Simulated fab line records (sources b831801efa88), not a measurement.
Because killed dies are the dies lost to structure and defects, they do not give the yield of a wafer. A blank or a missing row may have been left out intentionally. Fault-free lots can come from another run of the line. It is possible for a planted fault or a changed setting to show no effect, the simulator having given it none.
One fault seen from 2 desks | flow sky130 | every desk sees just its own numbers, and what lay behind them comes last

THE METROLOGY DESK
Means of the sampled wafers that have a number, per lot and without regard to the tool the lot ran on: this is what the gauges read. Marked OUT: a lot whose mean sits more than 4 standard deviations from the usual mean, which makes it out of limits; the brackets give that distance.
Columns: A = SD_P_TW at SKY_SD_P_TW_MEAS_11, usual 2817
lot  | first seen here | A
L428 | day 25 23:09    | 2838
L429 | day 26 10:35    | 2818
L430 | day 27 07:14    | 2829
L432 | day 27 15:56    | 2806
L433 | day 27 17:28    | 2828
L436 | day 29 06:41    | 2779
L435 | day 29 09:35    | 2792
L441 | day 31 06:02    | 2820
L440 | day 31 06:11    | 2848
L442 | day 31 06:32    | 2795
L445 | day 31 19:32    | 2791
L446 | day 32 08:13    | 2797
L450 | day 33 08:11    | 2848
This desk's verdict: no lot among the 13 shows anything out of limits.

FOR THE TOOL OWNER'S DESK: implanter-02
For each lot that ran on this tool, the mean over its sampled wafers that have a number, from the tool's own readings at SKY_LDD_N_IMPLANT_15. Marked OUT: a lot whose mean sits more than 4 standard deviations from the usual mean, which makes it out of limits; the brackets give that distance.
Columns: A = tilt_deg at SKY_LDD_N_IMPLANT_15, usual 29.998 degrees
lot  | first seen here | A
L428 | day 18 02:41    | 30.017
L429 | day 18 15:43    | 29.996
L432 | day 19 22:37    | 30.008
L435 | day 21 19:09    | 30.015
L441 | day 23 07:09    | -0.009 (-99 or more) OUT
L442 | day 23 18:45    | -0.004 (-99 or more) OUT
Finding of this desk: L441, L442 out of limits; the first was L441 at day 23 07:09, on tilt_deg at SKY_LDD_N_IMPLANT_15. L428, L429, L432, L435 stayed within limits.

PUT TOGETHER
The tool owner's desk had the chance to raise an alarm at day 23 07:09 on L441, L442.
The metrology desk saw nothing out of limits.
The metrology desk has L441, L442 on record, within its limits.
On implanter-02, each named lot ran SKY_LDD_N_IMPLANT_15.

WHAT THE SIMULATOR HAD INSERTED
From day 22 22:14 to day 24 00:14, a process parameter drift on implanter-02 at SKY_LDD_N_IMPLANT_15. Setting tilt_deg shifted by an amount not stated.
Struck lots among those shown: L441, L442.
Time in hours from fault onset to the first out-of-limits reading at each desk: the tool owner's desk, 9.
